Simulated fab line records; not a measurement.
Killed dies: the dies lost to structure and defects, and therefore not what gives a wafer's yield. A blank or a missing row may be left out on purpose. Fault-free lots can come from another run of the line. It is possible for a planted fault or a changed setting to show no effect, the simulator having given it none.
2 desks looking at one fault ; flow sky130 ; each desk has only its own numbers; what lay behind them comes last

== METROLOGY DESK ==
What the gauges read for every lot (on any tool): the sampled wafers with a number, averaged. The brackets show how far a lot's mean lies from the usual mean; more than 4 standard deviations puts the lot out of limits, marked OUT.
Columns: A = LDD_N_OVL at SKY_LDD_N_OVL_MEAS_07, usual -1.0 nm
lot;first seen here;A
L111;day 18 06:31;-0.7
L112;day 18 20:31;-3.9
L121;day 22 12:22;0.1
L122;day 22 21:31;-3.9
L123;day 23 02:22;-0.5
L129;day 25 04:37;-0.6
Result from this desk: across the 6 lots, nothing is out of limits.

== FOR THE TOOL OWNER'S DESK: implanter-02 ==
The tool's own readings at SKY_LDD_N_IMPLANT_13, given as means over the sampled wafers that have a number, one for each lot that went through this tool. The brackets show how far a lot's mean lies from the usual mean; more than 4 standard deviations puts the lot out of limits, marked OUT.
Columns: A = rotationDeg at SKY_LDD_N_IMPLANT_13, usual 89.996 degrees; B = tiltDeg at SKY_LDD_N_IMPLANT_13, usual 29.994 degrees
lot;first seen here;A;B
L111;day 18 07:18;89.982;29.965
L121;day 22 13:11;90.000;-0.010 (-99 or more) OUT
L122;day 22 22:18;89.996;0.002 (-99 or more) OUT
This desk's finding: out of limits on L121, L122; first on L121, day 22 13:11 (tiltDeg at SKY_LDD_N_IMPLANT_13). L111: within limits.

== TAKEN TOGETHER ==
An alarm could have come from the tool owner's desk at day 22 13:11, on L121, L122.
Nothing out of limits was seen by the metrology desk.
The metrology desk holds a record of L121, L122, inside its limits.
Of the lots named, all ran SKY_LDD_N_IMPLANT_13 on implanter-02.

== WHAT HAD BEEN PUT IN BY THE SIMULATOR ==
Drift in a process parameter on implanter-02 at SKY_LDD_N_IMPLANT_13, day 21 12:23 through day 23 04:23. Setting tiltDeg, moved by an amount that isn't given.
Lots struck among those shown: L121, L122.
Delay in hours, fault start to first out-of-limits reading, by desk: the tool owner's desk at 25.
